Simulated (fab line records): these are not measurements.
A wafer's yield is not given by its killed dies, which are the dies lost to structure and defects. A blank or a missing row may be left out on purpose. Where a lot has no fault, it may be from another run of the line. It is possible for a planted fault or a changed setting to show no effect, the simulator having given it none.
Which tool was responsible?	flow gf180mcu	6 lots with 18 wafers sampled at 4 steps, on a route of 602 steps

== WHAT EACH GAUGE READ, for each wafer ==
GF_HV_LDD_OVL_MEAS_08.
lot	measured	on	HV_LDD_OVL (nm)
L764	day 10 13:28	overlay-01	-0.3 -1.3 -0.1
L765	day 11 04:33	overlay-02	1.5 1.2 1.0
L770	day 12 12:33	overlay-01	160.9 160.3 161.1 162.0 161.7 161.8
L772	day 12 17:59	overlay-02	160.3 160.3 161.2 161.9 161.3 162.4
L782	day 15 15:20	overlay-01	-1.1 -1.6 -0.3
L784	day 16 09:41	overlay-01	0.0 0.8 1.4

== WHAT TOOL EACH LOT RAN ON (gives the tool, then ch and the chambers of the sampled wafers, and finally the start) ==
lot	GF_POLY_GATE_ETCH_12	GF_POLY_GATE_STRIP_14	GF_HV_LDD_EXPOSE_04
L764	rieDiel-01 ch 0,3, day 9 13:15	plasmaAsher-02 ch 0,1, day 9 13:21	ilineStepper-01 ch 0, day 10 04:29
L765	rieDiel-04 ch 0,3, day 10 04:58	plasmaAsher-02 ch 0,1, day 10 05:05	ilineStepper-01 ch 0, day 10 19:40
L770	rieDiel-02 ch 1,3, day 11 14:53	plasmaAsher-02 ch 0,1, day 11 15:00	ilineStepper-01 ch 0, day 12 03:55
L772	rieDiel-04 ch 0,3, day 11 21:59	plasmaAsher-02 ch 0,1, day 11 22:06	ilineStepper-01 ch 0, day 12 09:35
L782	rieDiel-04 ch 1,2,3, day 14 16:01	plasmaAsher-01 ch 0, day 14 16:08	ilineStepper-02 ch 0, day 15 04:27
L784	rieDiel-04 ch 1,2,3, day 15 07:37	plasmaAsher-03 ch 0, day 15 07:44	ilineStepper-02 ch 0, day 15 23:05
- GF_POLY_GATE_ETCH_12: etches BARC in N2/H2.
- GF_POLY_GATE_STRIP_14: strips in O2/N2.
- GF_HV_LDD_EXPOSE_04: exposes mask Nplus LV AREA, target cd 400 nm.

== THE ANSWER, worked out from the rows above alone ==
Rule: the usual values come from the lots themselves. The widest of any qualifying gaps counts: lots, ordered by their means at a reading, are off when they make up no more than a third of the lots, leave a main group of 4 or more, and stand apart from it by 3 or more times the standard deviation of that group's means. If all means in a main group match to the digits the tables above print for the reading, that group is not used. A lot without any number at a reading at which 4 lots or more have one is off too. All remaining lots with rows at the step are treated as sound.
Off: L770, L772, seen at GF_HV_LDD_OVL_MEAS_08 (HV_LDD_OVL). Main group: mean 0.1 nm, sd 0.91.
A tool fits if, at a process step before that reading, it ran every lot that is off, and no sound lot after the first of them. The gauges at GF_HV_LDD_OVL_MEAS_08 are tried like those tools. This does not decide it: 2 tools fit, namely plasmaAsher-02 at GF_POLY_GATE_STRIP_14 and ilineStepper-01 at GF_HV_LDD_EXPOSE_04.

== WHAT WAS PUT IN BY THE SIMULATOR ==
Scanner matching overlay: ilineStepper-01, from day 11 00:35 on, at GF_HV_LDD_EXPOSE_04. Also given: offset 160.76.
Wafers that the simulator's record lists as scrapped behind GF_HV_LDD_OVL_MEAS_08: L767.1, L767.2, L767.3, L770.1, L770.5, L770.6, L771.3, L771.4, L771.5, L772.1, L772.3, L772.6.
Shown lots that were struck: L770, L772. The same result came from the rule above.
